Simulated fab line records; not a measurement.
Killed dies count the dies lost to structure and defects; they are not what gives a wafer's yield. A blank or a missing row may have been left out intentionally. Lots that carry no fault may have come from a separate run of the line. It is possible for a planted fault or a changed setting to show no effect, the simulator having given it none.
fab line records	flow sky130
record: lots: 24	wafers: 72	last-day: 50
route steps=708 shown VT_ADJUST_LVTN@118 VIA1@480 VIA2@521 METAL3@566 METAL4@602 CAP2M@604
lots that met no fault: from a run of the same line without faults
start-h: start of the lot's first displayed wafer, in hours after the record's first day	wait-h: hours from the lot's prior step to this one	" unchanged from the row above	L1.1+2: several wafers, shown together as one row	- value missing, or start not given	* or withheld: withheld	< > ~ a bound
route shown NAME@n: NAME is a module with steps in the file, n the number in the route of the first one	usual: the fault-free wafers' mean and standard deviation	same: alike in all rows	chamber/n: place in a boat	sites: per-site readings	_std_site: how widely they spread, as a standard deviation	_edge_site: the outer-site mean with the inner-site mean subtracted	radius-mm: for every site, how far away it sits from the centre of the wafer	mask NAME#n: copy n	behind: tool/chamber where the wafer was last shaped	hold: the reason the lot was held/the length of the hold in hours/how it ended	device: whichever transistor did not switch (one of n, p or np)	end of line: the tests these same wafers got at the end of their route	for a step that has no rows: nothing shown but its recipe	killed: dies lost to structure and defects at the first sort, not the wafer's yield	map: dies across one wafer; x = killed, . = not, _ = none there
set.NAME: the setting as run; set.NAME@STEP: as run at that earlier step	model.NAME: the simulator's own value behind a step, which no gauge read
steps of the route over a sample of lots; a table a step, a row a wafer
services: the hour from which a tool's chamber was out of use, counted from the record's first day as start-h (under 0 if before that day), plus the number of hours and why
== steps ==
step: SKY_VT_ADJUST_LVTN_TW_MEAS_21
usual: VT_ADJUST_LVTN_2_TW: 188.4/1.5
lot.wafer	tool	chamber	start-h	wait-h	VT_ADJUST_LVTN_2_TW
L074.1	film-metro-02	-	165.25	0.1	189.2
L074.4	"	-	"	"	187.7
L074.6	"	-	"	"	188.6
L075.4	film-metro-01	-	170.36	0.1	189.8
L075.5	"	-	"	"	190.1
L075.6	"	-	"	"	189.2
L076.1	film-metro-01	-	177.93	0.1	189.8
L076.4	"	-	"	"	189.2
L076.6	"	-	"	"	189.3
L077.2	film-metro-02	-	185.06	0.1	188.0
L077.3	"	-	"	"	188.8
L077.5	"	-	"	"	187.8
L078.2	film-metro-04	-	192.09	0.1	186.1
L078.5	"	-	"	"	185.8
L078.6	"	-	"	"	185.8
L079.4	film-metro-01	-	198.63	0.1	191.1
L079.5	"	-	"	"	191.2
L079.6	"	-	"	"	192.0
L080.1	film-metro-02	-	203.07	0.1	188.8
L080.4	"	-	"	"	189.5
L080.5	"	-	"	"	187.9
L081.1	film-metro-01	-	211.57	0.1	191.2
L081.2	"	-	"	"	191.7
L081.6	"	-	"	"	191.3
L082.1	film-metro-01	-	219.68	0.1	189.4
L082.2	"	-	"	"	190.2
L082.4	"	-	"	"	190.5
L083.2	film-metro-02	-	223.54	0.1	187.6
L083.3	"	-	"	"	188.3
L083.6	"	-	"	"	188.9
L084.2	film-metro-02	-	232.01	0.1	188.6
L084.3	"	-	"	"	189.2
L084.4	"	-	"	"	188.4
L085.1	film-metro-04	-	237.40	0.1	187.3
L085.4	"	-	"	"	187.6
L085.5	"	-	"	"	187.2
L086.1	film-metro-01	-	244.38	0.1	188.9
L086.4	"	-	"	"	188.6
L086.5	"	-	"	"	188.3
L087.1	film-metro-04	-	249.17	0.1	186.9
L087.2	"	-	"	"	186.4
L087.5	"	-	"	"	186.9
L088.2	film-metro-04	-	257.38	0.1	187.4
L088.3	"	-	"	"	188.0
L088.6	"	-	"	"	188.1
L089.1	film-metro-01	-	265.65	0.1	189.2
L089.2	"	-	"	"	189.8
L089.5	"	-	"	"	189.8
L090.2	film-metro-04	-	279.38	0.1	185.5
L090.4	"	-	"	"	186.7
L090.6	"	-	"	"	186.2
L091.1	film-metro-01	-	285.28	0.1	188.8
L091.3	"	-	"	"	189.2
L091.5	"	-	"	"	188.7
L092.2	film-metro-02	-	287.96	0.1	188.4
L092.4	"	-	"	"	188.0
L092.5	"	-	"	"	188.4
L093.1	film-metro-01	-	300.53	0.1	189.0
L093.4	"	-	"	"	189.2
L093.5	"	-	"	"	189.0
L094.1	film-metro-02	-	300.65	0.1	189.0
L094.4	"	-	"	"	187.6
L094.5	"	-	"	"	186.5
L095.1	film-metro-01	-	310.03	0.1	188.6
L095.2	"	-	"	"	189.8
L095.4	"	-	"	"	188.5
L096.1	film-metro-04	-	316.10	0.1	186.8
L096.2	"	-	"	"	187.2
L096.5	"	-	"	"	186.9
L097.2	film-metro-04	-	320.86	0.1	186.6
L097.4	"	-	"	"	186.9
L097.5	"	-	"	"	186.9
step: SKY_VIA1_RS_MEAS_22
recipe: thk-meas-gauge: four-point-probe	reads: W_of_VIA1_CVD_21+TiN_of_VIA1_SPUTTER_20
usual: VIA1_W_RS: 0.425/0.0046
lot.wafer	tool	chamber	start-h	wait-h	VIA1_W_RS[ohm/sq]
L074.1	film-metro-01	-	800.89	0.1	0.418
L074.4	"	-	"	"	0.422
L074.6	"	-	"	"	0.424
L075.4	film-metro-01	-	807.48	0.1	0.431
L075.5	"	-	"	"	0.430
L075.6	"	-	"	"	0.424
L076.1	film-metro-03	-	811.61	0.1	0.423
L076.4	"	-	"	"	0.423
L076.6	"	-	"	"	0.426
L077.2	film-metro-01	-	822.26	0.1	0.419
L077.3	"	-	"	"	0.420
L077.5	"	-	"	"	0.415
L079.4	film-metro-03	-	843.20	0.1	0.424
L079.5	"	-	"	"	0.432
L079.6	"	-	"	"	0.429
L080.1	film-metro-02	-	844.04	0.1	0.425
L080.4	"	-	"	"	0.431
L080.5	"	-	"	"	0.428
L078.2	film-metro-01	-	845.51	0.1	0.422
L078.5	"	-	"	"	0.421
L078.6	"	-	"	"	0.421
L081.1	film-metro-02	-	862.44	0.1	0.429
L081.2	"	-	"	"	0.420
L081.6	"	-	"	"	0.426
L082.1	film-metro-03	-	873.81	0.1	0.424
L082.2	"	-	"	"	0.417
L082.4	"	-	"	"	0.422
L083.2	film-metro-01	-	875.01	0.1	0.426
L083.3	"	-	"	"	0.431
L083.6	"	-	"	"	0.425
L084.2	film-metro-02	-	878.46	0.1	0.424
L084.3	"	-	"	"	0.428
L084.4	"	-	"	"	0.424
L085.1	film-metro-03	-	883.54	0.1	0.426
L085.4	"	-	"	"	0.431
L085.5	"	-	"	"	0.419
L086.1	film-metro-02	-	891.79	0.1	0.425
L086.4	"	-	"	"	0.430
L086.5	"	-	"	"	0.428
L087.1	film-metro-02	-	898.24	0.1	0.423
L087.2	"	-	"	"	0.431
L087.5	"	-	"	"	0.425
L088.2	film-metro-02	-	909.24	0.1	0.418
L088.3	"	-	"	"	0.418
L088.6	"	-	"	"	0.419
L089.1	film-metro-02	-	913.12	0.1	0.435
L089.2	"	-	"	"	0.426
L089.5	"	-	"	"	0.426
L090.2	film-metro-02	-	929.96	0.1	0.421
L090.4	"	-	"	"	0.425
L090.6	"	-	"	"	0.424
L092.2	film-metro-02	-	934.07	0.1	0.429
L092.4	"	-	"	"	0.427
L092.5	"	-	"	"	0.419
L091.1	film-metro-01	-	935.69	0.1	0.437
L091.3	"	-	"	"	0.427
L091.5	"	-	"	"	0.429
L093.1	film-metro-03	-	942.76	0.1	0.423
L093.4	"	-	"	"	0.421
L093.5	"	-	"	"	0.420
L094.1	film-metro-01	-	946.08	0.1	0.421
L094.4	"	-	"	"	0.431
L094.5	"	-	"	"	0.422
L095.1	film-metro-03	-	951.90	0.1	0.424
L095.2	"	-	"	"	0.420
L095.4	"	-	"	"	0.419
L096.1	film-metro-01	-	961.21	0.1	0.422
L096.2	"	-	"	"	0.424
L096.5	"	-	"	"	0.424
L097.2	film-metro-02	-	967.15	0.1	0.433
L097.4	"	-	"	"	0.431
L097.5	"	-	"	"	0.427
step: SKY_VIA2_ETCH_14
recipe: chemistry: N2/H2	target: BARC	ion-energy-ev: 200	source-w: 500	bias-w: 100	pressure-mtorr: 30	n2-flow-sccm: 100	h2-flow-sccm: 200	stop-on: SiO2	time-s: 45.9	target-depth-a: 600
usual: drypump-motor-current-A: 5.5/0.42	h2-flow-sccm: 200.1/0.65	oes-product-au: 0.847/0.0051	throttle-valve-pct: 13.225/0.0084
same: time-s: 45.9
lot.wafer	tool	chamber	start-h	wait-h	drypump-motor-current-A	h2-flow-sccm	oes-product-au	rf-hours-counter-h	throttle-valve-pct
L074.1	rie-diel-04	2	855.42	0.0	5.5	200.7	0.844	12	13.224
L074.4	"	0	"	"	4.9	199.7	0.846	4	13.216
L074.6	"	3	"	"	5.4	199.3	0.845	-	13.220
L075.4	rie-diel-03	1	863.23	0.0	5.2	199.3	0.848	8	13.229
L075.5	"	3	"	"	5.5	199.8	0.845	-	13.210
L075.6	"	0	"	"	5.6	200.1	0.851	-	13.239
L076.1	rie-diel-04	3	866.77	0.0	5.4	200.3	0.850	9	13.222
L076.4	"	2	"	"	5.5	201.2	0.842	12	13.232
L076.6	"	1	"	"	6.2	199.5	0.838	-	13.223
L077.2	rie-diel-04	1	876.65	0.0	6.2	200.6	0.850	4	13.204
L077.3	"	3	"	"	5.4	201.3	0.846	9	13.237
L077.5	"	2	"	"	5.5	200.4	0.847	-	13.224
L079.4	rie-diel-04	2	897.68	0.0	5.4	200.7	0.845	13	13.216
L079.5	"	1	"	"	6.3	200.3	0.848	-	13.231
L079.6	"	0	"	"	4.9	201.3	0.852	-	13.223
L080.1	rie-diel-04	0	899.18	0.0	4.9	199.6	0.843	5	13.200
L080.4	"	2	"	"	5.5	201.2	0.847	13	13.228
L080.5	"	2	"	"	5.5	199.9	0.844	-	13.217
L078.2	rie-diel-01	2	899.83	0.0	5.1	200.1	0.854	1	13.217
L078.5	"	1	"	"	6.1	199.9	0.842	-	13.209
L078.6	"	0	"	"	5.0	199.6	0.852	-	13.217
L081.1	rie-diel-01	0	917.18	0.0	5.0	200.5	0.841	21	13.227
L081.2	"	3	"	"	5.3	200.8	0.848	3	13.218
L081.6	"	0	"	"	4.9	200.2	0.833	-	13.230
L082.1	rie-diel-03	2	926.03	0.0	5.8	199.5	0.841	10	13.217
L082.2	"	0	"	"	5.6	200.2	0.847	9	13.217
L082.4	"	3	"	"	5.6	199.4	0.845	-	13.205
L083.2	rie-diel-03	0	927.82	0.0	5.7	199.9	0.855	10	13.221
L083.3	"	3	"	"	5.6	200.2	0.849	25	13.240
L083.6	"	0	"	"	5.6	199.1	0.847	-	13.215
L084.2	rie-diel-04	3	932.13	0.0	5.4	200.3	0.848	10	13.212
L084.3	"	2	"	"	5.5	200.5	0.849	14	13.208
L084.4	"	1	"	"	6.2	200.1	0.848	5	13.230
L085.1	rie-diel-03	0	936.18	0.0	5.6	200.1	0.842	10	13.234
L085.4	"	1	"	"	5.2	200.4	0.848	10	13.216
L085.5	"	0	"	"	5.6	200.8	0.836	-	13.227
L086.1	rie-diel-04	2	944.17	0.0	5.5	200.0	0.844	14	13.223
L086.4	"	0	"	"	4.9	200.7	0.840	6	13.218
L086.5	"	0	"	"	4.9	200.1	0.845	-	13.223
L087.1	rie-diel-04	1	949.60	0.0	6.2	200.4	0.847	6	13.223
L087.2	"	0	"	"	4.9	199.6	0.855	7	13.228
L087.5	"	3	"	"	5.4	201.2	0.844	-	13.237
L088.2	rie-diel-04	2	960.23	0.0	5.5	200.8	0.845	15	13.214
L088.3	"	0	"	"	4.9	199.5	0.848	7	13.218
L088.6	"	2	"	"	5.5	199.8	0.842	-	13.225
L089.1	rie-diel-03	2	967.32	0.0	5.8	199.5	0.845	11	13.229
L089.2	"	1	"	"	5.2	201.1	0.843	11	13.235
L089.5	"	2	"	"	5.8	200.7	0.848	-	13.222
L090.2	rie-diel-03	1	980.60	0.0	5.2	199.8	0.853	11	13.218
L090.4	"	0	"	"	5.6	199.2	0.859	11	13.238
L090.6	"	0	"	"	5.7	200.1	0.851	-	13.234
L092.2	rie-diel-04	2	984.62	0.0	5.5	200.1	0.846	15	13.229
L092.4	"	1	"	"	6.3	199.8	0.845	7	13.221
L092.5	"	1	"	"	6.2	200.4	0.850	-	13.224
L091.1	rie-diel-01	0	986.60	0.0	5.0	199.5	0.839	23	13.224
L091.3	"	1	"	"	6.1	199.7	0.842	11	13.226
L091.5	"	0	"	"	5.0	200.8	0.847	-	13.228
L093.1	rie-diel-04	2	993.37	0.0	5.5	199.5	0.850	15	13.226
L093.4	"	1	"	"	6.2	199.7	0.849	7	13.229
L093.5	"	1	"	"	6.3	199.7	0.840	-	13.229
L094.1	rie-diel-04	0	995.95	0.0	4.9	200.0	0.844	8	13.217
L094.4	"	2	"	"	5.5	199.7	0.854	16	13.223
L094.5	"	2	"	"	5.5	201.0	0.852	-	13.226
L095.1	rie-diel-04	3	1002.42	0.0	5.4	199.4	0.859	12	13.230
L095.2	"	2	"	"	5.5	200.4	0.847	16	13.237
L095.4	"	0	"	"	4.9	201.3	0.849	8	13.243
L096.1	rie-diel-03	2	1011.12	0.0	5.7	200.6	0.845	13	13.237
L096.2	"	3	"	"	5.6	198.5	0.853	28	13.231
L096.5	"	2	"	"	5.8	199.8	0.858	-	13.219
L097.2	rie-diel-03	2	1016.74	0.0	5.8	199.6	0.849	13	13.220
L097.4	"	2	"	"	5.8	200.0	0.847	-	13.209
L097.5	"	2	"	"	5.8	200.8	0.854	-	13.233
step: SKY_METAL3_ETCH_16
recipe: chemistry: N2/H2	target: BARC	ion-energy-ev: 200	bias-w: 100	pressure-mtorr: 30	n2-flow-sccm: 100	h2-flow-sccm: 200	icp-w: 500	stop-on: SiO2	time-s: 88.2	target-depth-a: 600
usual: drypump-motor-current-A: 6.03/0.28	h2-flow-sccm: 200.0/0.66	oes-product-au: 0.626/0.0048	throttle-valve-pct: 13.206/0.0092
same: time-s: 88.2
lot.wafer	tool	chamber	start-h	wait-h	drypump-motor-current-A	h2-flow-sccm	oes-product-au	rf-hours-counter-h	throttle-valve-pct
L074.1	rie-metal-04	1	910.29	0.0	6.33	200.5	0.626	11	13.211
L074.4	"	0	"	"	5.89	199.2	0.632	-	13.206
L074.6	"	1	"	"	6.32	200.5	0.626	-	13.198
L075.4	rie-metal-04	0	916.92	0.0	5.86	200.2	0.631	-	13.208
L075.5	"	1	"	"	6.31	200.5	0.626	-	13.214
L075.6	"	0	"	"	5.89	199.3	0.631	-	13.226
L076.1	rie-metal-03	1	920.84	0.0	6.11	200.4	0.621	18	13.202
L076.4	"	1	"	"	6.10	200.6	0.631	-	13.191
L076.6	"	1	"	"	6.13	200.7	0.636	-	13.206
L077.2	rie-metal-04	1	929.63	0.0	6.32	200.1	0.624	12	13.208
L077.3	"	1	"	"	6.32	200.1	0.627	-	13.205
L077.5	"	1	"	"	6.30	200.2	0.625	-	13.186
L079.4	rie-metal-02	0	948.79	0.0	5.62	199.5	0.624	-	13.205
L079.5	"	0	"	"	5.63	200.4	0.623	-	13.197
L079.6	"	1	"	"	6.38	200.4	0.627	-	13.206
L080.1	rie-metal-02	0	950.05	0.0	5.69	199.5	0.621	9	13.206
L080.4	"	0	"	"	5.63	200.5	0.626	-	13.220
L080.5	"	1	"	"	6.39	199.9	0.631	-	13.199
L078.2	rie-metal-04	0	950.76	0.0	5.88	199.6	0.624	6	13.211
L078.5	"	1	"	"	6.29	200.8	0.615	-	13.208
L078.6	"	0	"	"	5.88	200.0	0.618	-	13.209
L081.1	rie-metal-02	1	968.43	0.0	6.37	200.7	0.632	6	13.214
L081.2	"	0	"	"	5.63	199.6	0.616	10	13.212
L081.6	"	0	"	"	5.66	200.8	0.628	-	13.199
L082.1	rie-metal-04	0	976.89	0.0	5.90	199.7	0.620	7	13.203
L082.2	"	1	"	"	6.32	199.1	0.620	13	13.201
L082.4	"	0	"	"	5.85	199.5	0.633	-	13.214
L083.2	rie-metal-03	0	977.80	0.1	6.21	200.9	0.629	-	13.187
L083.3	"	0	"	"	6.21	200.8	0.623	-	13.192
L083.6	"	0	"	"	6.22	200.1	0.618	-	13.202
L084.2	rie-metal-02	0	983.65	0.1	5.65	199.9	0.633	-	13.209
L084.3	"	0	"	"	5.63	200.7	0.626	-	13.190
L084.4	"	0	"	"	5.65	200.5	0.622	-	13.219
L085.1	rie-metal-04	0	987.77	0.1	5.85	199.3	0.633	8	13.185
L085.4	"	0	"	"	5.86	198.9	0.620	-	13.221
L085.5	"	0	"	"	5.85	199.2	0.635	-	13.209
L086.1	rie-metal-04	0	994.57	0.1	5.85	199.1	0.626	8	13.208
L086.4	"	0	"	"	5.81	200.0	0.629	-	13.200
L086.5	"	0	"	"	5.84	199.6	0.619	-	13.211
L087.1	rie-metal-02	0	999.07	0.1	5.68	201.1	0.628	13	13.208
L087.2	"	0	"	"	5.65	201.8	0.624	-	13.192
L087.5	"	0	"	"	5.68	201.5	0.626	-	13.216
L088.2	rie-metal-02	0	1010.14	0.0	5.65	200.3	0.623	14	13.211
L088.3	"	0	"	"	5.62	200.0	0.621	-	13.201
L088.6	"	1	"	"	6.37	198.9	0.628	-	13.209
L089.1	rie-metal-02	1	1021.63	0.0	6.39	200.7	0.620	7	13.192
L089.2	"	0	"	"	5.67	199.6	0.633	14	13.200
L089.5	"	0	"	"	5.65	199.2	0.639	-	13.189
L090.2	rie-metal-03	0	1028.80	0.0	6.23	199.5	0.629	9	13.203
L090.4	"	0	"	"	6.21	200.1	0.621	-	13.219
L090.6	"	0	"	"	6.23	199.7	0.622	-	13.208
L092.2	rie-metal-04	1	1033.78	0.0	6.32	199.3	0.629	15	13.209
L092.4	"	1	"	"	6.32	200.6	0.623	-	13.204
L092.5	"	1	"	"	6.34	200.0	0.629	-	13.201
L091.1	rie-metal-02	0	1035.54	0.0	5.71	200.8	0.623	14	13.212
L091.3	"	1	"	"	6.40	200.0	0.618	-	13.203
L091.5	"	0	"	"	5.69	200.5	0.628	-	13.201
L093.1	rie-metal-03	0	1042.23	0.0	6.18	201.0	0.621	10	13.218
L093.4	"	0	"	"	6.19	200.9	0.624	-	13.202
L093.5	"	1	"	"	6.13	200.0	0.628	-	13.213
L094.1	rie-metal-04	0	1044.23	0.0	5.87	199.5	0.628	11	13.216
L094.4	"	1	"	"	6.34	199.4	0.624	-	13.200
L094.5	"	0	"	"	5.82	200.4	0.626	-	13.200
L095.1	rie-metal-03	0	1050.79	0.0	6.21	200.0	0.635	11	13.209
L095.2	"	1	"	"	6.12	200.0	0.621	4	13.200
L095.4	"	1	"	"	6.12	200.1	0.624	-	13.210
L096.1	rie-metal-02	0	1059.19	0.0	5.60	201.3	0.634	16	13.206
L096.2	"	1	"	"	6.37	199.3	0.617	11	13.211
L096.5	"	0	"	"	5.61	200.7	0.625	-	13.224
L097.2	rie-metal-04	1	1064.84	0.0	6.29	199.8	0.628	17	13.206
L097.4	"	1	"	"	6.30	200.0	0.617	-	13.196
L097.5	"	1	"	"	6.32	200.2	0.631	-	13.190
step: SKY_METAL4_SPUTTER_04
recipe: material: TiN	target-thk-nm: 70	power-w: 6500	time-s: 58.3	chamber-pressure-pa: 0.4
usual: cathode-dc-power-W: 6500.0/1.2	throttle-valve-pct: 29.5/1.1
same: time-s: 58.3
lot.wafer	tool	chamber	start-h	wait-h	cathode-dc-power-W	throttle-valve-pct
L074.1	pvd-sputter-02	-	937.52	0.0	6498.5	32.2
L074.4	"	-	"	"	6500.3	29.9
L074.6	"	-	"	"	6499.0	30.1
L075.4	pvd-sputter-04	-	944.81	0.0	6499.6	28.0
L075.5	"	-	"	"	6501.4	29.6
L075.6	"	-	"	"	6498.5	30.3
L076.1	pvd-sputter-01	-	948.22	0.0	6499.3	29.1
L076.4	"	-	"	"	6501.2	27.6
L076.6	"	-	"	"	6499.8	29.9
L077.2	pvd-sputter-04	-	957.59	0.0	6500.5	29.8
L077.3	"	-	"	"	6501.7	29.6
L077.5	"	-	"	"	6498.5	29.9
L079.4	pvd-sputter-02	-	977.21	0.0	6499.6	31.9
L079.5	"	-	"	"	6499.8	29.9
L079.6	"	-	"	"	6499.5	27.8
L080.1	pvd-sputter-02	-	977.51	0.0	6500.2	30.5
L080.4	"	-	"	"	6499.0	29.8
L080.5	"	-	"	"	6500.8	32.1
L078.2	pvd-sputter-04	-	977.93	0.0	6500.3	29.9
L078.5	"	-	"	"	6502.0	29.4
L078.6	"	-	"	"	6500.1	28.3
L081.1	pvd-sputter-04	-	996.24	0.0	6500.0	30.1
L081.2	"	-	"	"	6497.8	28.0
L081.6	"	-	"	"	6500.0	29.7
L082.1	pvd-sputter-01	-	1003.83	0.0	6501.7	27.7
L082.2	"	-	"	"	6500.3	29.5
L082.4	"	-	"	"	6499.5	30.3
L083.2	pvd-sputter-01	-	1004.30	0.0	6501.4	29.6
L083.3	"	-	"	"	6500.4	29.2
L083.6	"	-	"	"	6497.5	29.4
L084.2	pvd-sputter-04	-	1010.46	0.0	6499.5	28.1
L084.3	"	-	"	"	6501.8	30.0
L084.4	"	-	"	"	6498.9	29.9
L085.1	pvd-sputter-01	-	1014.64	0.0	6499.8	29.3
L085.4	"	-	"	"	6498.7	27.7
L085.5	"	-	"	"	6502.0	29.5
L086.1	pvd-sputter-01	-	1021.06	0.0	6498.4	29.5
L086.4	"	-	"	"	6498.5	29.2
L086.5	"	-	"	"	6500.9	29.2
L087.1	pvd-sputter-02	-	1026.50	0.0	6500.4	30.7
L087.2	"	-	"	"	6499.2	31.9
L087.5	"	-	"	"	6499.1	31.9
L088.2	pvd-sputter-02	-	1036.43	0.0	6500.5	30.3
L088.3	"	-	"	"	6498.3	30.1
L088.6	"	-	"	"	6499.7	32.1
L089.1	pvd-sputter-04	-	1048.49	0.0	6498.6	29.9
L089.2	"	-	"	"	6498.0	30.1
L089.5	"	-	"	"	6498.6	29.8
L090.2	pvd-sputter-02	-	1054.84	0.0	6499.7	27.6
L090.4	"	-	"	"	6498.9	30.6
L090.6	"	-	"	"	6499.6	29.9
L092.2	pvd-sputter-01	-	1060.10	0.0	6500.7	29.6
L092.4	"	-	"	"	6498.4	29.3
L092.5	"	-	"	"	6498.0	27.4
L091.1	pvd-sputter-04	-	1062.25	0.0	6500.6	28.1
L091.3	"	-	"	"	6500.4	30.1
L091.5	"	-	"	"	6498.9	29.8
L093.1	pvd-sputter-01	-	1067.72	0.0	6501.1	30.1
L093.4	"	-	"	"	6502.3	29.2
L093.5	"	-	"	"	6499.4	29.5
L094.1	pvd-sputter-04	-	1070.47	0.0	6501.1	29.9
L094.4	"	-	"	"	6499.6	29.8
L094.5	"	-	"	"	6499.2	29.7
L095.1	pvd-sputter-04	-	1076.08	0.0	6501.8	29.8
L095.2	"	-	"	"	6499.9	30.0
L095.4	"	-	"	"	6499.9	27.9
L096.1	pvd-sputter-04	-	1084.66	0.0	6498.5	27.9
L096.2	"	-	"	"	6500.3	30.0
L096.5	"	-	"	"	6497.9	29.9
L097.2	pvd-sputter-04	-	1089.38	0.0	6500.9	29.9
L097.4	"	-	"	"	6501.3	28.3
L097.5	"	-	"	"	6501.4	28.1
step: SKY_CAP2M_THK_MEAS_01
recipe: reads: SiO2_of_CAP2M_CVD_00
usual: CAP2M_CVD_00_THK: 15.46/0.25
lot.wafer	tool	chamber	start-h	wait-h	CAP2M_CVD_00_THK[nm]
L074.1	film-metro-04	-	937.59	-	15.56
L074.4	"	-	"	"	15.86
L074.6	"	-	"	"	15.47
L075.4	film-metro-04	-	944.91	-	15.92
L075.5	"	-	"	"	15.58
L075.6	"	-	"	"	15.49
L076.1	film-metro-04	-	948.29	-	15.44
L076.4	"	-	"	"	15.59
L076.6	"	-	"	"	15.58
L077.2	film-metro-02	-	957.67	-	15.33
L077.3	"	-	"	"	15.16
L077.5	"	-	"	"	15.36
L079.4	film-metro-04	-	977.31	-	15.35
L079.5	"	-	"	"	15.31
L079.6	"	-	"	"	15.36
L080.1	film-metro-04	-	977.58	-	15.76
L080.4	"	-	"	"	15.85
L080.5	"	-	"	"	15.51
L078.2	film-metro-01	-	978.02	-	15.15
L078.5	"	-	"	"	15.30
L078.6	"	-	"	"	15.31
L081.1	film-metro-02	-	996.31	-	15.22
L081.2	"	-	"	"	15.12
L081.6	"	-	"	"	15.42
L082.1	film-metro-01	-	1003.90	-	15.23
L082.2	"	-	"	"	15.45
L082.4	"	-	"	"	15.89
L083.2	film-metro-04	-	1004.39	-	14.90
L083.3	"	-	"	"	15.27
L083.6	"	-	"	"	15.11
L084.2	film-metro-04	-	1010.54	-	15.45
L084.3	"	-	"	"	15.59
L084.4	"	-	"	"	15.92
L085.1	film-metro-04	-	1014.71	-	15.25
L085.4	"	-	"	"	16.01
L085.5	"	-	"	"	15.62
L086.1	film-metro-02	-	1021.14	-	15.51
L086.4	"	-	"	"	15.71
L086.5	"	-	"	"	15.89
L087.1	film-metro-01	-	1026.59	-	15.50
L087.2	"	-	"	"	15.15
L087.5	"	-	"	"	15.72
L088.2	film-metro-04	-	1036.51	-	15.24
L088.3	"	-	"	"	15.34
L088.6	"	-	"	"	15.79
L089.1	film-metro-04	-	1048.56	-	15.05
L089.2	"	-	"	"	14.99
L089.5	"	-	"	"	15.50
L090.2	film-metro-01	-	1054.92	-	15.04
L090.4	"	-	"	"	15.46
L090.6	"	-	"	"	15.32
L092.2	film-metro-04	-	1060.18	-	15.61
L092.4	"	-	"	"	15.92
L092.5	"	-	"	"	15.76
L091.1	film-metro-01	-	1062.32	-	15.01
L091.3	"	-	"	"	15.38
L091.5	"	-	"	"	15.57
L093.1	film-metro-02	-	1067.79	-	15.57
L093.4	"	-	"	"	15.38
L093.5	"	-	"	"	15.96
L094.1	film-metro-04	-	1070.54	-	15.54
L094.4	"	-	"	"	15.70
L094.5	"	-	"	"	15.63
L095.1	film-metro-01	-	1076.15	-	15.22
L095.2	"	-	"	"	15.16
L095.4	"	-	"	"	15.20
L096.1	film-metro-04	-	1084.73	-	15.55
L096.2	"	-	"	"	15.35
L096.5	"	-	"	"	15.86
L097.2	film-metro-02	-	1089.46	-	15.14
L097.4	"	-	"	"	15.45
L097.5	"	-	"	"	15.48
== services ==
tool	chamber	start-h	hours	kind
rie-metal-04	-	865.16	1.4	pm
rie-metal-03	-	867.09	0.2	repair
rie-diel-04	0	868.14	13.9	repair
rie-metal-02	0	880.09	9.9	repair
rie-diel-01	1	886.34	5.3	repair
rie-metal-04	-	897.11	2.8	pm
rie-diel-01	1	905.26	10.7	repair
rie-diel-03	1	920.66	14.6	repair
rie-metal-04	1	936.01	13.9	repair
pvd-sputter-01	-	943.66	3.0	repair
rie-metal-03	-	948.42	2.8	pm
rie-metal-04	1	982.30	14.9	repair
rie-metal-02	1	982.77	17.3	repair
pvd-sputter-02	-	993.35	5.5	repair
rie-diel-03	0	994.86	4.3	repair
rie-diel-03	1	1009.36	32.2	repair
rie-diel-03	3	1013.08	5.6	repair
rie-diel-01	0	1015.36	3.1	repair
pvd-sputter-02	-	1015.64	4.9	repair
rie-diel-01	-	1021.14	14.6	pm
rie-metal-02	0	1023.90	9.1	repair
rie-metal-04	0	1045.44	15.5	repair
pvd-sputter-02	-	1048.61	1.5	repair
pvd-sputter-02	-	1075.05	1.3	repair
== key ==
fault none
